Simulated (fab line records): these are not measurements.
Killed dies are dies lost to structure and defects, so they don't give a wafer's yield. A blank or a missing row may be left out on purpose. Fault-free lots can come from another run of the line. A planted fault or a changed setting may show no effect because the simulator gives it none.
A lot that was struck, set against a sound lot -- flow sky130 -- 43 out of 708 route steps
Sound: wafers L602.2, L602.3, L602.4. Wafers L607.1, L607.2, L607.4 were the ones struck. Last of all comes the cause.
For every step that has rows: the tool of each side, followed by ch and its chambers, followed by its first start. Under that, the readings that differ: sound wafers -- struck wafers -- difference of the means -- sigmas: that difference in standard deviations of wafers without a fault.
alike: a reading whose means differ by less than 2 such deviations, as well as words and numbers matching on both sides. not compared: withheld readings; readings where some wafer has no value; bounds like >300 that might hide an equal value; numbers whose values overlap and for which the record gives no deviation.
Wherever a step has rows on one side only, a row that says differs or no value, or a row with sigmas, the two part there. Numbers that have no deviation but don't overlap get no sigmas and don't part them. A reading missing from all wafers of one side parts the sides only when that side holds two or more wafers.

first, 3 steps without rows for these wafers: SKY_VIA2_STRIP_17 (strips in post etch residue remover, time 1200 s); SKY_VIA2_CLEAN_18 (cleans in IPA, time 180 s); SKY_VIA2_CLEAN_19 (cleans in O3/DIW).
SKY_VIA2_SPUTTER_20: material TiN, target thk 20 nm, time 80 s.
  sound on pvdSputter-01 at day 36 23:14; struck on pvdSputter-01 at day 38 07:31
  alike: throttleValvePct
SKY_VIA2_CVD_21: deposits W, target thk 420 nm, time 126.4 s.
  sound on cvdW-01 ch 0,1, day 36 23:17; struck on cvdW-01 ch 0,1, day 38 07:35
  alike: chamberPressureTorr, heaterPowerW
SKY_VIA2_RS_MEAS_22: measures by four-point-probe.
  sound on filmMetro-04 at day 36 23:26; struck on filmMetro-04 at day 38 07:43
  alike: VIA2_W_RS
SKY_VIA2_THK_MEAS_23: measures by xrf.
  sound on filmMetro-04 at day 36 23:33; struck on filmMetro-04 at day 38 07:50
  alike: VIA2_W_THK
then, 3 steps without rows for these wafers: SKY_VIA2_CMP_24 (polishes, stops on SiO2, t overpolish 20 s, target thk 0 nm); SKY_METAL3_SPUTTER_00 (material Ti, target thk 15 nm, time 10 s); SKY_METAL3_SPUTTER_01 (material TiN, target thk 20 nm, time 16.7 s).
SKY_METAL3_SPUTTER_02: material AlCu, target thk 735 nm, time 39.1 s.
  sound on pvdSputter-04 at day 36 23:57; struck on pvdSputter-04 at day 38 08:14
  alike: throttleValvePct
then, 1 step without rows for these wafers: SKY_METAL3_SPUTTER_03 (material Ti, target thk 5 nm, time 3.3 s).
SKY_METAL3_SPUTTER_04: material TiN, target thk 70 nm, time 58.3 s.
  sound on pvdSputter-04 at day 37 00:01; struck on pvdSputter-04 at day 38 08:18
  alike: throttleValvePct
then, 1 step without rows for these wafers: SKY_CAPM_CVD_00 (deposits SiO2, target thk 15.5 nm).
SKY_CAPM_THK_MEAS_01:
  sound on filmMetro-02 at day 37 00:05; struck on filmMetro-01 at day 38 08:22
  alike: CAPM_CVD_00_THK
SKY_CAPM_SPUTTER_02: material TiN, target thk 200 nm, time 166.7 s.
  sound on pvdSputter-02 at day 37 00:08; struck on pvdSputter-02 at day 38 08:26
  alike: throttleValvePct
SKY_CAPM_RS_MEAS_03: measures by four-point-probe.
  sound on filmMetro-03 at day 37 00:16; struck on filmMetro-02 at day 38 08:32
  alike: CAPM_TIN_RS
SKY_CAPM_THK_MEAS_04: measures by xrf.
  sound on filmMetro-03 at day 37 00:23; struck on filmMetro-02 at day 38 08:40
  alike: CAPM_TIN_THK
then, 7 steps without rows for these wafers: SKY_CAPM_DEHYDRATE_05 (time 60 s); SKY_CAPM_HMDS_06 (prime time 60 s); SKY_CAPM_COAT_07 (resist thk 1140 nm); SKY_CAPM_SOFTBAKE_08 (time 60 s); SKY_CAPM_EXPOSE_09 (exposes mask CAPM, target cd 1000 nm); SKY_CAPM_PEB_10; SKY_CAPM_DEVELOP_11 (develop time 60 s).
SKY_CAPM_OVL_MEAS_12:
  sound on overlay-02 at day 38 01:44; struck on overlay-01 at day 39 09:19
  alike: CAPM_OVL
SKY_CAPM_METAL_ETCH_13: etches TiN in Cl2/BCl3, stops on SiO2, target depth 220 nm, time 62.9 s.
  sound on rieMetal-02 ch 0,1, day 38 01:46; struck on rieMetal-02 ch 0,1, day 39 09:21
  alike: biasW, drypumpMotorCurrentA, oesProductAu, throttleValvePct
  not compared: rfHoursCounterH
then, 12 steps without rows for these wafers: SKY_CAPM_STRIP_14 (strips in O2/N2); SKY_CAPM_STRIP_15 (strips in post etch residue remover, time 1200 s); SKY_CAPM_CLEAN_16 (cleans in IPA, time 180 s); SKY_CAPM_CLEAN_17 (cleans in O3/DIW); SKY_METAL3_DEHYDRATE_05 (time 60 s); SKY_METAL3_HMDS_06 (prime time 60 s); SKY_METAL3_COAT_07 (resist thk 60 nm); SKY_METAL3_COAT_08 (resist thk 1140 nm); SKY_METAL3_SOFTBAKE_09 (time 90 s); SKY_METAL3_EXPOSE_10 (exposes mask MM3, target cd 300 nm); SKY_METAL3_PEB_11; SKY_METAL3_DEVELOP_12 (develop time 58.12 s).
SKY_METAL3_CD_MEAS_13: the cd target is 300 nm.
  sound on cdSem-02 at day 39 03:29; struck on cdSem-02 at day 40 10:52
  alike: cdNm
SKY_METAL3_OVL_MEAS_14:
  sound on overlay-02 at day 39 03:35; struck on overlay-02 at day 40 10:59
  alike: METAL3_OVL
then, 1 step without rows for these wafers: SKY_METAL3_DESCUM_15 (chemistry O2, time 8 s).
-- the record jumps here: 7 days lie between the struck wafers' starts before and after (it left off in module METAL3 and takes up again in module PAD_OPEN, whose first step shown is number 708 of the route) --
SKY_PAD_OPEN_PROBE_99:
  sound on prober-02 at day 46 06:38; struck on prober-01 at day 47 09:41
reading,sound,struck,difference,sigmas
defectLimitedYield (%),82.3 84.6 85.2,73.6 72.8 73.2,-10.8,-6
killed_at_M0_to_M3,40 37 30,90 91 91,+55,+7
killedAtOther,0 0 1,2 1 3,+2,+3
killedDies,87 76 73,130 134 132,+53,+6
killedOnRim,20 9 8,31 5 28,+9,+2
sort_bin_3_pad_short (%),0.4 0.4 0.4,5.1 5.9 3.7,+4.5,+11
sort_bin_5_function (%),11.4 10.0 9.8,14.2 15.4 16.9,+5.1,+3
sortNPass,405 416 419,362 358 360,-53,-6
sortYieldPct (%),82.3 84.6 85.2,73.6 72.8 73.2,-10.8,-6
model.etest.tester.sortNPass,405 416 419,362 358 360,-53,
model.etest.tester.sortYieldPct (%),82.32 84.55 85.16,73.58 72.76 73.17,-10.84,
model.etest.tester.sort_bin_5_pct (%),11.38 9.959 9.756,14.23 15.45 16.87,+5.15,
model.etest.tester.sort_bin_3_pct (%),0.4065 0.4065 0.4065,5.081 5.894 3.659,+4.471,
  alike: killed_at_M4_up, killedAtContacts, killedAtFrontEnd, killedOpen, killedShort, sort_bin_6_memory

== WHERE THEY PART ==
At SKY_PAD_OPEN_PROBE_99 and nowhere else, as far as this record goes.

WHY: whatever the simulator had introduced
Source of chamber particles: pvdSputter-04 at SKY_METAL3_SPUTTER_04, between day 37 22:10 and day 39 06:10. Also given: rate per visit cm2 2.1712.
